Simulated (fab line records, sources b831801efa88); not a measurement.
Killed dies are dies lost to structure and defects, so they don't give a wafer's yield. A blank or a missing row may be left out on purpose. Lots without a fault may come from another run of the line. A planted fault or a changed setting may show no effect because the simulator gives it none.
Chamber matching | flow gf180mcu | GF_V4_CMP_04 on cmp-02: 4 sister chambers
The step polishes SiO2. 8 wafers are shown with their chamber, then 8 later ones without.

WAFERS WITH THEIR CHAMBER
wafer  | chamber | motor_current_A (A) | time_to_endpoint_s (s)
L440.6 | 2       | 11.1                | 87
L442.1 | 1       | 13.8                | 85
L442.2 | 0       | 10.2                | 77
L442.3 | 3       | 11.7                | 81
L443.1 | 3       | 11.9                | 78
L443.3 | 0       | 10.0                | 79
L443.6 | 2       | 11.1                | 89
L444.2 | 1       | 13.5                | 81

WAFERS WITHOUT THEIR CHAMBER
wafer  | motor_current_A (A) | time_to_endpoint_s (s)
L444.4 | 10.1                | 85
L444.5 | 12.4                | 89
L445.2 | 11.6                | 85
L445.3 | 10.3                | 78
L445.4 | 11.5                | 94
L447.4 | 10.6                | 77
L447.5 | 10.3                | 83
L447.6 | 12.1                | 76

WHICH CHAMBER EACH WENT THROUGH
wafer  | from the rows above     | in truth
L444.4 | 0                       | 0
L444.5 | 3                       | 3
L445.2 | can't be placed: 3 or 2 | 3
L445.3 | 0                       | 0
L445.4 | 2                       | 2
L447.4 | 0                       | 0
L447.5 | 0                       | 0
L447.6 | 3                       | 3
Placed correctly: 7 of 8. Can't be placed from these rows: 1 (the true chamber is among the candidates in 1). Placed wrongly: 0.
How it was worked out, from the rows above alone: a wafer's distance from a chamber is the root of the sum, over the readings, of the square of ((its reading less the chamber's mean) divided by the reading's scatter). The wafer belongs to the nearest chamber; if the next one is less than 2 further off, it can't be placed. A chamber's mean is the mean of its shown wafers. The scatter: the root of (the sum of the squares of (reading less its chamber's mean) over the shown wafers, divided by (wafers less chambers)).
